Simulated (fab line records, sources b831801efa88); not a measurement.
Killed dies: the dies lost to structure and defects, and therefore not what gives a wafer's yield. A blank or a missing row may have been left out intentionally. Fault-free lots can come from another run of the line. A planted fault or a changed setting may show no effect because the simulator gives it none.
2 desks, one fault | flow gf180mcu | what lay behind the numbers comes last; until then each desk has only its own

THE METROLOGY DESK
What the gauges read for every lot (on any tool): the sampled wafers with a number, averaged. Any lot whose mean is over 4 standard deviations away from the usual mean is out of limits and marked OUT; that distance is given in the brackets.
Columns: A = MIM_CVD_05_THK at GF_MIM_THK_MEAS_06, usual 42.0 nm
lot  | first seen here | A
L799 | day 24 20:41    | 41.5
L800 | day 25 13:07    | 42.1
L801 | day 25 23:22    | 42.0
L802 | day 26 11:28    | 42.2
L803 | day 26 14:52    | 41.7
L804 | day 26 20:06    | 42.5
L805 | day 27 06:39    | 42.1
L815 | day 30 02:45    | 42.3
L812 | day 30 08:18    | 41.9
L816 | day 30 08:56    | 42.3
L819 | day 31 03:50    | 41.6
L820 | day 31 09:25    | 42.4
Result from this desk: across the 12 lots, nothing is out of limits.

AT THE TOOL OWNER'S DESK: plasma asher-01
The tool's own readings at GF_M1_STRIP_17 (strips in O2/N2): means of the sampled wafers that have a number, for each lot that ran on this tool. Any lot whose mean is over 4 standard deviations away from the usual mean is out of limits and marked OUT; that distance is given in the brackets.
Columns: A = chamber pressure mTorr at GF_M1_STRIP_17, usual 1500.1 mTorr; B = drypump motor current A at GF_M1_STRIP_17, usual 5.7 A; C = heater power w at GF_M1_STRIP_17, usual 332 W; D = o2 flow sccm at GF_M1_STRIP_17, usual 3000 sccm; E = oes product au at GF_M1_STRIP_17, usual 0.538 a.u.; F = strip time to endpoint s at GF_M1_STRIP_17, usual 7.39 s
lot  | first seen here | A      | B   | C   | D    | E     | F
L800 | day 18 07:40    | 1498.6 | 5.9 | 375 | 3001 | 0.537 | 7.50
L801 | day 18 17:22    | 1499.2 | 5.8 | 327 | 2998 | 0.542 | 7.36
L802 | day 19 07:47    | 1499.6 | 5.8 | 328 | 2995 | 0.534 | 7.32
L803 | day 19 10:37    | 1500.5 | 5.9 | 350 | 2997 | 0.541 | 7.45
L805 | day 20 07:46    | 1500.3 | 5.9 | 352 | 2999 | 0.540 | 7.34
L815 | day 23 14:25    | 1500.7 | 5.9 | 350 | 2998 | 0.535 | 7.36
L819 | day 24 20:53    | 1499.5 | 5.8 | 329 | 3008 | 0.538 | 7.34
Result from this desk: across the 7 lots, nothing is out of limits.

PUT TOGETHER
Metrology desk: nothing out of limits seen.
Nothing out of limits was seen by the tool owner's desk.

WHAT THE SIMULATOR HAD INSERTED
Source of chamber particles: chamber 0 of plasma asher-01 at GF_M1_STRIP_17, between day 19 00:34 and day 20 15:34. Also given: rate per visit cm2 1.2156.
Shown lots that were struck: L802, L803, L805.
